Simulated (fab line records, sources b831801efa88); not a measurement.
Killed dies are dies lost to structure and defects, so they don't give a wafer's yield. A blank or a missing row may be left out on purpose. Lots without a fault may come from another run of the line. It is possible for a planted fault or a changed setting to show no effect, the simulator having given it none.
fab line records ; flow sky130
record: lots: 6; wafers: 18; last_day: 50
route steps=708 shown POLY_GATE@219
lots untouched by any fault: they come from a run of this same line in which no faults occurred
start_h: the number of hours between the record's first day and the start of the first shown wafer of the lot ; wait_h: how many hours have passed since the lot's step before this one ; " as in the row above ; L1.1+2: a row that stands for several wafers ; - no value, or no start was given ; * or withheld: withheld ; < > ~ a bound
route shown NAME@n: a module of which the file shows steps, and the number in the route of the first ; usual: average and standard deviation across the fault-free wafers ; same: alike in all rows ; chamber/n: place in a boat ; sites: the reading at each site ; _std_site: standard deviation of those values ; _edge_site: the outer-site mean with the inner-site mean subtracted ; radius_mm: how far each site lies from the wafer's centre ; mask NAME#n: copy n ; behind: the most recent tool/chamber to have shaped the wafer ; hold: why the lot was held/for how many hours/how that ended ; device: transistor that didn't switch, given as n, p or np ; end of line: at the end of the route, the tests of the same wafers ; where a step has no rows: the recipe by itself ; killed: dies that structure and defects cost at the first sort, which is not the same as the wafer's yield ; map: a wafer's dies, x killed, . not, _ none there
set.NAME: the setting the step ran with; set.NAME@STEP: the setting that earlier step ran with ; model.NAME: the simulator's own value behind a step, which no gauge read
lots at selected steps of the route; one table per step, one row per wafer
services: a tool's chamber out of use, with start hour (start_h, from the record's first day; less than 0 if before it), hours out, and reason
== steps ==
step: SKY_POLY_GATE_DEHYDRATE_05
recipe: temp_c: 200; time_s: 60
step: SKY_POLY_GATE_HMDS_06
recipe: prime_time_s: 60; prime_temp_c: 120
step: SKY_POLY_GATE_COAT_07
recipe: resist: BARC; temp_c: withheld; time_s: withheld; spin_rpm: 3000; resist_thk_nm: 110
step: SKY_POLY_GATE_COAT_08
recipe: resist: KrF-thick; spin_rpm: 3000; resist_thk_nm: 450
step: SKY_POLY_GATE_SOFTBAKE_09
recipe: temp_c: 100; time_s: 92.93; resist: KrF-thick
usual: plate_sensor_t_centre_C: 100.88/0.011; plate_sensor_t_edge_C: 100.95/0.011; softbake_temp_c: 99.97/0.12
lot.wafer;tool;chamber;start_h;wait_h;plate_sensor_t_centre_C;plate_sensor_t_edge_C;softbake_temp_c
L928.1;litho_track-02;0;-;-;100.87;100.94;100.04
L928.5;litho_track-02;0;-;-;100.86;100.97;100.08
L928.6;litho_track-02;0;-;-;100.87;100.95;100.04
L931.1;litho_track-04;0;-;-;100.86;100.95;99.93
L931.4;litho_track-04;0;-;-;100.88;100.96;100.03
L931.6;litho_track-04;0;-;-;100.88;100.95;100.02
L932.1;litho_track-02;0;-;-;100.88;100.96;99.77
L932.3;litho_track-02;0;-;-;100.89;100.94;99.97
L932.6;litho_track-02;0;-;-;100.88;100.96;100.06
L942.3;litho_track-02;0;-;-;100.88;100.96;99.94
L942.4;litho_track-02;0;-;-;100.87;100.94;100.10
L942.6;litho_track-02;0;-;-;100.89;100.95;100.00
L940.2;litho_track-03;0;-;-;100.89;100.95;100.01
L940.4;litho_track-03;0;-;-;100.87;100.95;100.06
L940.6;litho_track-03;0;-;-;100.89;100.96;100.00
L948.1;litho_track-03;0;-;-;100.89;100.94;99.87
L948.2;litho_track-03;0;-;-;100.89;100.96;99.80
L948.4;litho_track-03;0;-;-;100.89;100.95;99.91
step: SKY_POLY_GATE_EXPOSE_10
recipe: mask_id: P1M; na: 0.68; source_shape: conventional; sigma_outer: 0.6; target_cd_nm: 150; dose_mj: 28
step: SKY_POLY_GATE_PEB_11
recipe: peb_temp_c: withheld; peb_time_s: withheld; resist: KrF-thick
step: SKY_POLY_GATE_DEVELOP_12
recipe: develop_time_s: 60; resist: KrF-thick; dev_temp_c: 21
step: SKY_POLY_GATE_CD_MEAS_13
recipe: target_cd_nm: 150
usual: cd_nm: 149.3/1.5
lot.wafer;tool;chamber;start_h;wait_h;cd_nm
L928.1;cd_sem-01;-;402.68;-;149.0
L928.5;cd_sem-01;-;402.68;-;148.5
L928.6;cd_sem-01;-;402.68;-;146.9
L931.1;cd_sem-01;-;411.28;-;149.0
L931.4;cd_sem-01;-;411.28;-;148.5
L931.6;cd_sem-01;-;411.28;-;150.2
L932.1;cd_sem-01;-;427.33;-;148.6
L932.3;cd_sem-01;-;427.33;-;148.1
L932.6;cd_sem-01;-;427.33;-;148.6
L942.3;cd_sem-02;-;511.21;-;148.8
L942.4;cd_sem-02;-;511.21;-;149.3
L942.6;cd_sem-02;-;511.21;-;145.8
L940.2;cd_sem-01;-;511.33;-;149.4
L940.4;cd_sem-01;-;511.33;-;148.2
L940.6;cd_sem-01;-;511.33;-;148.8
L948.1;cd_sem-02;-;559.71;-;148.5
L948.2;cd_sem-02;-;559.71;-;148.2
L948.4;cd_sem-02;-;559.71;-;149.0
step: SKY_POLY_GATE_OVL_MEAS_14
usual: POLY_GATE_OVL: -7/5.7
lot.wafer;tool;chamber;start_h;wait_h;POLY_GATE_OVL[nm]
L928.1;overlay-01;-;402.80;0.1;-8
L928.5;overlay-01;-;402.80;0.1;-8
L928.6;overlay-01;-;402.80;0.1;-2
L931.1;overlay-02;-;411.40;0.1;-7
L931.4;overlay-02;-;411.40;0.1;-3
L931.6;overlay-02;-;411.40;0.1;-3
L932.1;overlay-02;-;427.45;0.1;-7
L932.3;overlay-02;-;427.45;0.1;5
L932.6;overlay-02;-;427.45;0.1;-9
L942.3;overlay-01;-;511.30;0.1;-11
L942.4;overlay-01;-;511.30;0.1;-4
L942.6;overlay-01;-;511.30;0.1;-8
L940.2;overlay-02;-;511.44;0.1;-3
L940.4;overlay-02;-;511.44;0.1;0
L940.6;overlay-02;-;511.44;0.1;0
L948.1;overlay-02;-;559.83;0.1;-2
L948.2;overlay-02;-;559.83;0.1;-4
L948.4;overlay-02;-;559.83;0.1;-8
step: SKY_POLY_GATE_ETCH_15
recipe: chemistry: N2/H2; target: BARC; ion_energy_ev: 200; source_w: 500; bias_w: 100; pressure_mtorr: 30; n2_flow_sccm: 100; h2_flow_sccm: 200; stop_on: SiO2; time_s: 118.5; target_depth_a: 1100
usual: drypump_motor_current_A: 5.9/0.4; h2_flow_sccm: 200.0/0.59; oes_product_au: 0.716/0.0046; throttle_valve_pct: 13.212/0.0097
lot.wafer;tool;chamber;start_h;wait_h;drypump_motor_current_A;h2_flow_sccm;oes_product_au;rf_hours_counter_h;throttle_valve_pct
L928.1;rie_diel-04;0;402.84;0.0;5.9;200.0;0.714;71;13.207
L928.5;rie_diel-04;1;402.84;0.0;5.5;199.4;0.711;-;13.204
L928.6;rie_diel-04;0;402.84;0.0;5.9;200.7;0.717;-;13.210
L931.1;rie_diel-04;0;411.44;0.0;5.9;200.6;0.710;71;13.205
L931.4;rie_diel-04;1;411.44;0.0;5.5;199.5;0.713;1;13.202
L931.6;rie_diel-04;0;411.44;0.0;5.9;200.1;0.708;-;13.225
L932.1;rie_diel-01;3;427.49;0.0;6.0;200.0;0.717;32;13.215
L932.3;rie_diel-01;0;427.49;0.0;6.2;199.4;0.710;15;13.219
L932.6;rie_diel-01;2;427.49;0.0;5.7;200.5;0.711;-;13.217
L942.3;rie_diel-01;2;511.32;0.0;5.8;199.6;0.716;21;13.218
L942.4;rie_diel-01;1;511.32;0.0;5.6;199.0;0.720;6;13.205
L942.6;rie_diel-01;2;511.32;0.0;5.7;199.3;0.716;-;13.220
L940.2;rie_diel-04;1;511.47;0.0;5.4;199.8;0.708;3;13.199
L940.4;rie_diel-04;2;511.47;0.0;6.3;199.7;0.718;44;13.219
L940.6;rie_diel-04;1;511.47;0.0;5.5;200.1;0.719;-;13.222
L948.1;rie_diel-02;2;559.87;0.0;4.9;199.7;0.712;2;13.212
L948.2;rie_diel-02;0;559.87;0.0;6.2;200.2;0.708;55;13.203
L948.4;rie_diel-02;3;559.87;0.0;6.3;200.1;0.720;55;13.198
step: SKY_POLY_GATE_ETCH_16
recipe: stop_on: poly-Si; chemistry: CH3F/O2; target: Si3N4; source_w: 400; bias_w: 80; pressure_mtorr: 25; ch3f_flow_sccm: 40; O2_flow_sccm: 30; time_s: 147.5; target_depth_a: 750
usual: drypump_motor_current_A: 5.9/0.4; oes_product_au: 0.640/0.0053; throttle_valve_pct: 10.535/0.0091
lot.wafer;tool;chamber;start_h;wait_h;drypump_motor_current_A;oes_product_au;rf_hours_counter_h;throttle_valve_pct
L928.1;rie_diel-04;0;402.92;0.0;5.9;0.638;71;10.535
L928.5;rie_diel-04;1;402.92;0.0;5.4;0.644;-;10.547
L928.6;rie_diel-04;0;402.92;0.0;5.9;0.646;-;10.543
L931.1;rie_diel-04;0;411.52;0.0;5.9;0.637;72;10.534
L931.4;rie_diel-04;1;411.52;0.0;5.5;0.634;1;10.530
L931.6;rie_diel-04;0;411.52;0.0;5.9;0.638;-;10.529
L932.1;rie_diel-01;3;427.57;0.0;5.9;0.635;32;10.533
L932.3;rie_diel-01;0;427.57;0.0;6.2;0.638;15;10.533
L932.6;rie_diel-01;2;427.57;0.0;5.7;0.640;-;10.534
L942.3;rie_diel-01;2;511.41;0.0;5.7;0.645;21;10.532
L942.4;rie_diel-01;1;511.41;0.0;5.6;0.631;6;10.538
L942.6;rie_diel-01;2;511.41;0.0;5.7;0.636;-;10.530
L940.2;rie_diel-04;1;511.55;0.0;5.4;0.641;3;10.528
L940.4;rie_diel-04;2;511.55;0.0;6.3;0.638;44;10.532
L940.6;rie_diel-04;1;511.55;0.0;5.4;0.650;-;10.532
L948.1;rie_diel-02;2;559.95;0.0;4.9;0.645;3;10.539
L948.2;rie_diel-02;0;559.95;0.0;6.2;0.651;55;10.545
L948.4;rie_diel-02;3;559.95;0.0;6.3;0.642;55;10.512
step: SKY_POLY_GATE_ETCH_17
recipe: target_depth_nm: 180; stop_on: SiO2; over_etch_frac: 0.56667; chemistry: HBr/Cl2; target: poly-Si; icp_w: 400; bias_w: 100; pressure_mtorr: 10; HBr_flow_sccm: 150; Cl2_flow_sccm: 50; time_s: 70.5
usual: drypump_motor_current_A: 5.8/0.51; he_backside_leak_sccm: 2.7/0.33; oes_product_au: 0.985/0.0074; over_etch_frac: 0.56667/0; throttle_valve_pct: 33.684/0.0094
lot.wafer;tool;chamber;start_h;wait_h;drypump_motor_current_A;he_backside_leak_sccm;oes_product_au;over_etch_frac;rf_hours_counter_h;throttle_valve_pct;model.etch.depth_nm;model.POLY_GATE.feature_depth_nm;model.KrF-thick_of_POLY_GATE_COAT_08.thk_nm
L928.1;rie_si-01;3;403.02;0.0;6.8;2.5;0.990;0.56667;42;33.685;179.2;179.2;135.9
L928.5;rie_si-01;1;403.02;0.0;5.4;2.9;0.986;0.56667;-;33.700;178;178;141
L928.6;rie_si-01;2;403.02;0.0;6.4;2.4;0.980;0.56667;-;33.697;177.8;177.8;139.5
L931.1;rie_si-02;2;411.62;0.0;5.4;2.5;0.989;0.080885;0;33.721;122.5;122.5;168.8
L931.4;rie_si-02;1;411.62;0.0;5.9;2.7;1.004;0.080885;57;33.674;124.2;124.2;171.4
L931.6;rie_si-02;3;411.62;0.0;5.4;2.8;1.009;0.080885;-;33.687;126.5;126.5;167.6
L932.1;rie_si-02;2;427.67;0.0;5.5;2.6;0.980;0.080885;0;33.686;121.7;121.7;167.4
L932.3;rie_si-02;0;427.67;0.0;5.9;2.6;1.008;0.080885;68;33.681;125.8;125.8;170
L932.6;rie_si-02;3;427.67;0.0;5.4;2.9;1.005;0.080885;-;33.692;125.8;125.8;165.5
L942.3;rie_si-02;3;511.51;0.0;5.4;2.8;0.984;0.56667;0;33.676;178.3;178.3;141.6
L942.4;rie_si-02;2;511.51;0.0;5.4;2.8;0.980;0.56667;1;33.683;176.4;176.4;140.3
L942.6;rie_si-02;1;511.51;0.0;5.9;2.8;0.985;0.56667;-;33.687;178.2;178.2;138.9
L940.2;rie_si-01;1;511.65;0.0;5.4;3.0;0.971;0.56667;39;33.681;174.4;174.4;142.2
L940.4;rie_si-01;3;511.65;0.0;6.8;2.4;0.980;0.56667;43;33.683;174.2;174.2;137
L940.6;rie_si-01;1;511.65;0.0;5.5;5.7;0.982;0.56667;-;33.692;174.4;174.4;138.7
L948.1;rie_si-01;2;560.05;0.0;6.3;2.2;0.974;0.56667;33;33.684;175.6;175.6;142.6
L948.2;rie_si-01;1;560.05;0.0;5.5;2.9;0.982;0.56667;40;33.697;176.5;176.5;141.6
L948.4;rie_si-01;1;560.05;0.0;5.4;2.8;0.985;0.56667;-;33.686;176.2;176.2;138.9
step: SKY_POLY_GATE_STRIP_18
recipe: chemistry: O2/N2; power_w: 1400; pressure_mtorr: 1500; platen_temp_c: withheld; o2_flow_sccm: 3000; n2_flow_sccm: 300; overash_fraction: 0.5
usual: drypump_motor_current_A: 5.7/0.34; oes_product_au: 0.361/0.0045; strip_time_to_endpoint_s: 3.17/0.036
lot.wafer;tool;chamber;start_h;wait_h;drypump_motor_current_A;oes_product_au;rf_hours_counter_h;strip_time_to_endpoint_s
L928.1;plasma_asher-04;1;403.07;0.0;6.0;0.353;72;3.13
L928.5;plasma_asher-04;1;403.07;0.0;6.0;0.359;-;3.17
L928.6;plasma_asher-04;0;403.07;0.0;5.6;0.355;-;3.16
L931.1;plasma_asher-02;1;411.67;0.0;6.2;0.373;60;3.47
L931.4;plasma_asher-02;1;411.67;0.0;6.2;0.370;-;3.52
L931.6;plasma_asher-02;1;411.67;0.0;6.2;0.364;-;3.48
L932.1;plasma_asher-03;1;427.72;0.0;5.3;0.384;28;3.46
L932.3;plasma_asher-03;0;427.72;0.0;6.0;0.373;-;3.49
L932.6;plasma_asher-03;1;427.72;0.0;5.3;0.363;-;3.44
L942.3;plasma_asher-04;1;511.59;0.1;6.0;0.371;-;3.17
L942.4;plasma_asher-04;0;511.59;0.1;5.6;0.366;-;3.17
L942.6;plasma_asher-04;1;511.59;0.1;6.0;0.361;-;3.16
L940.2;plasma_asher-02;1;511.70;0.0;6.2;0.362;70;3.19
L940.4;plasma_asher-02;1;511.70;0.0;6.2;0.359;-;3.12
L940.6;plasma_asher-02;1;511.70;0.0;6.2;0.354;-;3.17
L948.1;plasma_asher-04;1;560.10;0.0;6.0;0.358;88;3.21
L948.2;plasma_asher-04;0;560.10;0.0;5.6;0.359;88;3.19
L948.4;plasma_asher-04;1;560.10;0.0;6.0;0.362;-;3.16
step: SKY_POLY_GATE_CLEAN_19
recipe: chemistry: SC1/SC2; mix: 1:4:20; temp_c: 70; time_s: 150; dry: n2_spin
== services ==
tool;chamber;start_h;hours;kind
rie_si-02;-;365.51;28.1;pm
plasma_asher-04;-;371.99;1.5;repair
rie_diel-02;2;380.23;3.6;repair
rie_diel-04;3;386.34;8.9;repair
rie_si-01;-;388.85;0.2;repair
rie_diel-02;3;389.88;11.8;repair
rie_si-01;0;392.19;-;clean
rie_si-01;0;392.19;19.9;scheduled_down
rie_si-01;0;392.19;19.9;vent_cycle
rie_si-01;1;399.60;2.6;repair
litho_track-02;-;404.84;-;consumable_replace:filter
plasma_asher-04;-;421.81;2.0;repair
rie_diel-02;3;437.05;1.4;repair
rie_si-02;0;440.81;-;clean
rie_si-02;0;440.81;19.0;scheduled_down
rie_diel-04;2;443.44;5.8;repair
plasma_asher-02;-;448.25;2.8;pm
rie_diel-04;0;461.20;12.0;repair
plasma_asher-04;-;494.87;1.0;repair
rie_diel-01;2;500.63;9.8;repair
rie_diel-02;3;518.05;5.6;repair
rie_si-01;3;539.37;115.1;repair
rie_diel-02;2;543.98;3.5;repair
rie_diel-04;0;550.24;1.2;repair
== key ==
first_sign: step: SKY_POLY_GATE_ETCH_17; reading: over_etch_frac; direction: down; sigmas: 99+; usual: 0.56667; struck: 0.080885
effect: step: SKY_POLY_GATE_ETCH_17; reading: oes_product_au; direction: up; sigmas: 1.9; usual: 0.985; struck: 0.999; wafers_moved: 4
effect: step: SKY_POLY_GATE_STRIP_18; reading: strip_time_to_endpoint_s; direction: up; sigmas: 8.7; usual: *; struck: *
model_effect: step: SKY_POLY_GATE_ETCH_17; value: etch.depth_nm; without: 179; struck: 124.4
met_at SKY_POLY_GATE_ETCH_17
struck_wafers L931.1,L931.4,L931.6,L932.1,L932.3,L932.6
later_rows_left_out L931.1,L931.4,L931.6,L932.1,L932.3,L932.6
sort_left_out L931.1,L931.4,L931.6,L932.1,L932.3,L932.6
tester_left_out L931,L932
fault: kind: process_parameter_drift; tool: rie_si-02; chamber: -; onset_h: 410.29; steps: SKY_POLY_GATE_ETCH_17; channel: over_etch_frac; offset: -0.48578; shape: step; end_h: 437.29; stated: 0.56667
tester_left_out: of these lots the tester's yield and bins aren't shown, on N5 and GAA mostly nor the transistor test; their killed dies are dies lost to structure and defects alone, not to doping, threshold or leakage, so they don't give the yield
sort_left_out: the simulated sort isn't trusted on such a fault, so these wafers' sort isn't shown, and their yield isn't known
later_rows_left_out: the simulator's readings of these wafers behind a module that went badly wrong aren't trusted and aren't shown, but for the sort
